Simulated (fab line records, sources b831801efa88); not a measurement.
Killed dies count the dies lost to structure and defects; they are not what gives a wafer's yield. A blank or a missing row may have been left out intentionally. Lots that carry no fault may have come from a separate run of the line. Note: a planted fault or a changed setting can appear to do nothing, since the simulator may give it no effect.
8D (eight disciplines) problem report, filled in by code    flow gf180mcu    the parts of the form that need people (team, actions taken, sign-off) are left out

1. THE ISSUE
At GF_M2_STRIP_17, strip-time-to-endpoint-s averages 6.44 s over 4 wafers from 2 lots, while fault-free wafers read 7.37 s, standard deviation 0.043. That puts it -22 standard deviations away from the usual mean.
The step: strips in O2/N2.
The first sign was on wafer L808.2 at day 25 04:27, on plasma-asher-03. Wafers with a number at this step in the record: 33, from 11 lots. The rule behind "out" and "out of limits": a value lying over 4 standard deviations away from the usual mean. The rest of the wafers with a number are treated as sound.

2. WHAT THIS IS AND IS NOT
question                     is                                        is not
which readings at this step  strip-time-to-endpoint-s, oes-product-au  drypump-motor-current-A, heater-power-w
which lots                   L808, L813                                L794, L795, L797, L798, L800, L801, L803, L807, L816
which wafers of those lots   L808.2, L808.4, L813.2, L813.4            L808.6, L813.1
read on which tools          plasma-asher-03                           plasma-asher-01, plasma-asher-02
when                         from day 25 04:27                         up to then (25 sound wafers); but 4 sound wafers of L813, L816 came after

3. SUSPECTS, AND WHAT RULES EACH OUT
Counting: if a tool at a process step up to the reading ran every lot that is out, it stays a suspect. Sound lots after the first of them don't rule it out here, since some wafers of a struck lot are sound.
- rie-metal-03 at GF_M2_METAL_ETCH_16 (etches the open film in Cl2/BCl3, stops on SiO2, target depth 750.8 nm, time 125.1 s): kept. It processed each lot that is out (first: L808, day 25 04:19); up to then, its last sound lot is L803 (day 23 14:04).
- plasma-asher-03 at GF_M2_STRIP_17 (strips in O2/N2): kept. It ran every lot that is out, first L808 (day 25 04:27). Its own oes-product-au, strip-time-to-endpoint-s readings are out on those wafers.
- Within rie-metal-03 at GF_M2_METAL_ETCH_16, the wafers that are out were processed in chamber 0 and their sound lot-mates in chamber 1.
- Within plasma-asher-03 at GF_M2_STRIP_17, the wafers that are out were processed in chamber 1 and their sound lot-mates in chamber 0.
Left after counting: rie-metal-03 at GF_M2_METAL_ETCH_16, plasma-asher-03 at GF_M2_STRIP_17.

4. THE CAUSE (what the simulator had put in)
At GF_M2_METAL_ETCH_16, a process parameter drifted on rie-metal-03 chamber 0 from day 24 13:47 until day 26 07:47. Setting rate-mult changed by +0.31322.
This tool is one of the 2 suspects left after counting.

5. THE CHAIN OF EFFECTS, in route order
Each row: a reading whose mean over the struck wafers that have a number lies more than 3 standard deviations from the usual. Only readings whose record carries a usual standard deviation are examined. hours: median over the lots of the time between each lot's start at the first step of this table that gives one and its start at this step. sigmas: the change, counted in usual standard deviations.
hours  step            reading                   usual       on struck wafers  change  sigmas
0      GF_M2_STRIP_17  oes-product-au            0.536 a.u.  0.499             -0.037  -7.8
0      GF_M2_STRIP_17  strip-time-to-endpoint-s  7.37 s      6.44              -0.93   -22
The process steps in it:
- GF_M2_STRIP_17: strips in O2/N2.

6. WHAT WOULD HAVE CAUGHT IT SOONER
15 hours passed between the start of the fault at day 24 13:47 and the first reading out of limits in this record, taken at day 25 04:27.
No tool reading at GF_M2_METAL_ETCH_16 that has a usual standard deviation in the record was out on any struck wafer, so an alarm limit of 4 standard deviations on those readings would not have fired.
Of the lots that are out (2), L813 began GF_M2_METAL_ETCH_16 on rie-metal-03 after day 25 04:27. Holding the tool at that time would have saved it.
